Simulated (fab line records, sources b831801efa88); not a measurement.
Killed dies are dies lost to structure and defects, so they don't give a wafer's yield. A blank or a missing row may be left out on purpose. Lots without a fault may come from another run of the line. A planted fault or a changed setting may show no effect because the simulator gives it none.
Which tool did it? | flow sky130 | 11 lots, 33 wafers sampled, at 6 steps of a route of 708

WHAT THE GAUGES READ, wafer by wafer
SKY_SONOS_ONO_OVL_MEAS_14. Usual: SONOS_ONO_OVL -1.6 nm, standard deviation 1.4.
lot  | measured     | on         | SONOS_ONO_OVL (nm) | flag
L398 | day 13 03:28 | overlay-01 | -4.4 -2.6 -2.6     |
L399 | day 13 03:46 | overlay-02 | -0.7 -2.3 -2.7     |
L400 | day 13 12:04 | overlay-02 | 0.8 -1.2 -1.4      |
L402 | day 13 19:54 | overlay-01 | 1.0 -2.2 0.5       |
L403 | day 14 06:15 | overlay-02 | -0.1 -1.0 0.1      |
L404 | day 14 11:21 | overlay-02 | 0.3 -0.3 -1.4      |
L408 | day 15 15:25 | overlay-02 | -0.4 -1.3 2.2      |
L414 | day 18 13:28 | overlay-01 | -2.4 -2.4 -2.7     |
L419 | day 20 13:40 | overlay-01 | -2.9 -1.2 -2.8     |
L421 | day 20 17:13 | overlay-02 | -3.9 -0.2 -0.2     |
L420 | day 20 23:06 | overlay-01 | -1.5 0.0 -0.6      |

SKY_SD_P_TW_MEAS_11. Usual: SD_P_TW 2806, standard deviation 24.
lot  | measured     | on            | SD_P_TW        | flag
L398 | day 25 19:47 | film_metro-02 | 2781 2784 2787 |
L399 | day 26 03:24 | film_metro-02 | 2749 2759 2786 |
L400 | day 26 08:04 | film_metro-02 | 2760 2768 2779 |
L402 | day 26 20:16 | film_metro-01 | 2819 2821 2814 |
L403 | day 27 01:59 | film_metro-02 | 2631 2632 2632 | OFF
L404 | day 27 08:28 | film_metro-01 | 2672 2684 2669 | OFF
L408 | day 28 11:28 | film_metro-01 | 2664 2671 2658 | OFF
L414 | day 31 12:20 | film_metro-01 | 2824 2809 2817 |
L419 | day 33 06:37 | film_metro-04 | 2840 2826 2862 |
L421 | day 33 07:49 | film_metro-02 | 2769 2759 2774 |
L420 | day 33 17:26 | film_metro-01 | 2802 2826 2825 |

SKY_SD_N_RS_MEAS_16: measures by four-point-probe. Usual: SD_N_RS 68.50 ohm/sq, standard deviation 0.12.
lot  | measured     | on            | SD_N_RS (ohm/sq)  | flag
L398 | day 28 05:54 | film_metro-01 | 68.59 68.73 68.76 |
L399 | day 28 08:55 | film_metro-02 | 68.44 68.38 68.44 |
L400 | day 28 13:38 | film_metro-04 | 68.44 68.67 68.52 |
L402 | day 29 05:22 | film_metro-02 | 68.28 68.45 68.59 |
L403 | day 29 10:50 | film_metro-04 | 68.67 68.67 68.72 |
L404 | day 29 17:43 | film_metro-02 | 68.45 68.37 68.57 |
L408 | day 30 20:04 | film_metro-02 | 68.25 68.37 68.41 |
L414 | day 33 18:37 | film_metro-04 | 68.45 68.60 68.57 |
L419 | day 35 11:37 | film_metro-04 | 68.65 68.60 68.70 |
L421 | day 35 12:34 | film_metro-04 | 68.48 68.60 68.49 |
L420 | day 35 20:46 | film_metro-04 | 68.45 68.57 68.58 |

SKY_SD_N_RS_MEAS_17: measures by four-point-probe. Usual: SD_P_RS 146.9 ohm/sq, standard deviation 0.32.
lot  | measured     | on            | SD_P_RS (ohm/sq)  | flag
L398 | day 28 06:01 | film_metro-01 | 147.5 147.7 147.6 |
L399 | day 28 09:02 | film_metro-02 | 146.7 147.1 146.8 |
L400 | day 28 13:45 | film_metro-04 | 147.4 147.3 146.8 |
L402 | day 29 05:29 | film_metro-02 | 146.8 146.9 146.8 |
L403 | day 29 10:57 | film_metro-04 | 151.7 151.3 151.8 | OFF
L404 | day 29 17:50 | film_metro-02 | 150.9 150.9 151.1 | OFF
L408 | day 30 20:11 | film_metro-02 | 150.9 151.1 150.9 | OFF
L414 | day 33 18:44 | film_metro-04 | 147.5 147.7 147.3 |
L419 | day 35 11:44 | film_metro-04 | 146.9 147.1 147.5 |
L421 | day 35 12:41 | film_metro-04 | 147.0 146.8 147.3 |
L420 | day 35 20:53 | film_metro-04 | 147.6 146.8 147.1 |

WHICH TOOL RAN EACH LOT (tool, then ch and the chambers of the sampled wafers, then the start)
lot  | SKY_SD_P_IMPLANT_09             | SKY_SD_P_STRIP_10
L398 | implanter-02 ch 0, day 25 19:35 | plasma_asher-03 ch 0,1, day 25 19:41
L399 | implanter-04 ch 0, day 26 03:12 | plasma_asher-03 ch 0,1, day 26 03:19
L400 | implanter-04 ch 0, day 26 07:50 | plasma_asher-04 ch 0,1, day 26 07:58
L402 | implanter-03 ch 0, day 26 20:01 | plasma_asher-02 ch 0,1, day 26 20:10
L403 | implanter-04 ch 0, day 27 01:45 | plasma_asher-02 ch 0, day 27 01:52
L404 | implanter-04 ch 0, day 27 08:14 | plasma_asher-03 ch 0,1, day 27 08:22
L408 | implanter-04 ch 0, day 28 11:13 | plasma_asher-04 ch 0,1, day 28 11:22
L414 | implanter-02 ch 0, day 31 12:05 | plasma_asher-02 ch 0,1, day 31 12:14
L419 | implanter-03 ch 0, day 33 06:22 | plasma_asher-02 ch 0,1, day 33 06:31
L421 | implanter-02 ch 0, day 33 07:34 | plasma_asher-04 ch 1, day 33 07:43
L420 | implanter-02 ch 0, day 33 17:13 | plasma_asher-02 ch 0,1, day 33 17:22
- SKY_SD_P_IMPLANT_09
- SKY_SD_P_STRIP_10: strips in O2/N2.

WHAT THE TOOLS THEMSELVES READ (means of the sampled wafers that have a number; where no wafer has one, the mark that the record gives instead)
SKY_SD_P_STRIP_10. Usual: chamber_pressure_mTorr 1499.9 mTorr, standard deviation 1.4; drypump_motor_current_A 5.9 A, standard deviation 0.51; oes_product_au 0.618 a.u., standard deviation 0.005; strip_time_to_endpoint_s 17.51 s, standard deviation 0.039.
lot  | tool            | chamber_pressure_mTorr (mTorr) | drypump_motor_current_A (A) | oes_product_au (a.u.) | strip_time_to_endpoint_s (s) | flag
L398 | plasma_asher-03 | 1499.7                         | 5.8                         | 0.620                 | 17.50                        |
L399 | plasma_asher-03 | 1499.9                         | 5.8                         | 0.617                 | 17.58                        |
L400 | plasma_asher-04 | 1500.4                         | 5.8                         | 0.617                 | 17.50                        |
L402 | plasma_asher-02 | 1500.9                         | 6.1                         | 0.614                 | 17.50                        |
L403 | plasma_asher-02 | 1500.4                         | 5.5                         | 0.626                 | 16.92                        | OFF
L404 | plasma_asher-03 | 1500.2                         | 5.8                         | 0.627                 | 17.00                        | OFF
L408 | plasma_asher-04 | 1500.6                         | 5.8                         | 0.636                 | 17.00                        | OFF
L414 | plasma_asher-02 | 1500.4                         | 5.7                         | 0.617                 | 17.50                        |
L419 | plasma_asher-02 | 1499.7                         | 5.7                         | 0.618                 | 17.50                        |
L421 | plasma_asher-04 | 1499.3                         | 5.1                         | 0.620                 | 17.42                        |
L420 | plasma_asher-02 | 1500.0                         | 6.1                         | 0.617                 | 17.48                        |

THE ANSWER, worked out from the rows above alone
Rule: a lot is off if the mean of its wafers that have a number lies more than 3 standard deviations from the usual mean. A lot without any number at a reading at which 4 lots or more have one is off too. The other lots that the step has rows for count as sound. The gauges are gone through in route order, then the tools' own readings, and for those a lot's mean is taken as printed above. The first step at which some lot is off is used, and at that step the reading that is off furthest; a lot without a number counts as furthest.
Off: L403, L404, L408, at SKY_SD_P_TW_MEAS_11 (SD_P_TW).
A tool fits if, at a process step before that reading, it ran every lot that is off, and no sound lot after the first of them. The gauges at SKY_SD_P_TW_MEAS_11 aren't tried: what is off there is off at SKY_SD_P_STRIP_10 too, on other tools, and a gauge's error can't cause that. One fits: implanter-04 at SKY_SD_P_IMPLANT_09. Its last sound lot is L400 (day 26 07:50), its first lot that is off L403 (day 27 01:45): a fault that began between those two fits.

WHAT THE SIMULATOR HAD PUT IN
Process parameter drift: implanter-04, from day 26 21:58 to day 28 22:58, at SKY_SD_P_IMPLANT_09. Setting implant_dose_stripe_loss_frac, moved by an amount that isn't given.
Lots struck among those shown: L403, L404, L408. The rule above found the same.
